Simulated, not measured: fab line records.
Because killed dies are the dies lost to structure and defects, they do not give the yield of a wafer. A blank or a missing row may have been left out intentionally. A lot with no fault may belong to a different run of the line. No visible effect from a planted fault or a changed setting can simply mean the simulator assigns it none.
Which tool is to blame? -- flow gf180mcu -- 45 wafers from 15 lots sampled at 2 of the route's 602 steps

## WHAT THE GAUGES READ, wafer by wafer
GF_PSD_CD_MEAS_07: the cd target is 400 nm.
lot,measured,on,cdNm (nm)
L707,day 14 22:02,cdSem-01,401.0 399.1 402.2
L709,day 15 07:56,cdSem-01,403.6 403.2 403.9
L710,day 15 20:13,cdSem-02,398.9 399.7 399.0
L712,day 16 10:28,cdSem-02,405.2 404.5 404.5
L714,day 17 01:17,cdSem-01,401.2 402.3 400.9
L715,day 17 08:18,cdSem-01,401.1 398.9 402.3
L716,day 17 17:24,cdSem-02,405.0 405.5 405.1
L717,day 18 05:59,cdSem-02,403.6 400.2 400.0
L718,day 18 09:41,cdSem-02,399.4 402.6 402.2
L722,day 19 18:58,cdSem-01,380.3 379.1 380.0
L724,day 20 08:24,cdSem-02,399.5 401.6 400.8
L726,day 21 03:11,cdSem-02,388.2 386.6 384.4
L727,day 21 08:04,cdSem-02,399.0 398.3 397.6
L728,day 21 17:58,cdSem-01,383.7 386.4 384.5
L729,day 22 04:22,cdSem-01,401.6 399.5 401.3

## WHICH TOOL RAN EACH LOT (tool, then ch and the chambers of the sampled wafers, then the start)
lot,GF_PSD_EXPOSE_04
L707,"ilineStepper-01 ch 0, day 14 11:37"
L709,"ilineStepper-02 ch 0, day 14 21:26"
L710,"ilineStepper-01 ch 0, day 15 09:35"
L712,"ilineStepper-02 ch 0, day 15 23:47"
L714,"ilineStepper-01 ch 0, day 16 14:13"
L715,"ilineStepper-02 ch 0, day 16 20:38"
L716,"ilineStepper-01 ch 0, day 17 06:30"
L717,"ilineStepper-01 ch 0, day 17 18:57"
L718,"ilineStepper-01 ch 0, day 17 21:56"
L722,"ilineStepper-01 ch 0, day 19 07:18"
L724,"ilineStepper-02 ch 0, day 19 20:41"
L726,"ilineStepper-01 ch 0, day 20 15:45"
L727,"ilineStepper-02 ch 0, day 20 20:12"
L728,"ilineStepper-01 ch 0, day 21 06:47"
L729,"ilineStepper-02 ch 0, day 21 16:41"
- GF_PSD_EXPOSE_04: exposes mask Pplus, target cd 400 nm.

## WHAT THE TOOLS THEMSELVES READ (means of the sampled wafers that have a number; where no wafer has one, the mark that the record gives instead)
GF_PSD_EXPOSE_04.
lot,tool,exposureDoseMJCm2
L707,ilineStepper-01,139.92
L709,ilineStepper-02,140.01
L710,ilineStepper-01,139.84
L712,ilineStepper-02,139.97
L714,ilineStepper-01,139.90
L715,ilineStepper-02,140.03
L716,ilineStepper-01,139.98
L717,ilineStepper-01,140.10
L718,ilineStepper-01,139.95
L722,ilineStepper-01,130.13
L724,ilineStepper-02,139.97
L726,ilineStepper-01,132.09
L727,ilineStepper-02,139.93
L728,ilineStepper-01,133.43
L729,ilineStepper-02,140.05

## THE ANSWER, worked out from the rows above alone
Rule: what is usual is taken from the lots themselves. The widest of any qualifying gaps counts: lots, ordered by their means at a reading, are off when they make up no more than a third of the lots, leave a main group of 4 or more, and stand apart from it by 3 or more times the standard deviation of that group's means. A main group whose means are all the same, to the digits that the tables above print for the reading, isn't used. Also off: a lot with no number at a reading for which 4 or more lots have one. Any other lot the step has rows for is counted as sound. After the gauges, taken in route order, come the tools' own readings; for these a lot's mean is taken, as printed above. The first step at which some lot is off is used, and at that step the reading that is off furthest; a lot without a number counts as furthest.
Off: L722, L726, L728 (GF_PSD_CD_MEAS_07, cdNm). Mean 401.5 nm and standard deviation 2 in the main group.
If a tool, at a process step before that reading, ran all the lots that are off and no sound lot after the first of them, it fits. Not tried: the gauges at GF_PSD_CD_MEAS_07; whatever is off there is also off at GF_PSD_EXPOSE_04, on other tools, and gauge error can't account for it. One fits: ilineStepper-01 at GF_PSD_EXPOSE_04. A fault onset in the window from L718 (day 17 21:56, its last sound lot) to L722 (day 19 07:18, its first lot off) fits.
The tool's own readings at GF_PSD_EXPOSE_04 bear it out: on the lots that are off they differ by more than 5 times the standard deviation of the sound lots' means. exposureDoseMJCm2 reads 131.88 there against 139.97 on the sound lots.

## WHAT THE SIMULATOR HAD INSERTED
Process parameter drift: ilineStepper-01, from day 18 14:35 on, at GF_PSD_EXPOSE_04. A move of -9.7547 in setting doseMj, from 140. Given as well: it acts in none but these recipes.
Lots struck among those shown: L722, L726, L728. Same finding as the rule above.
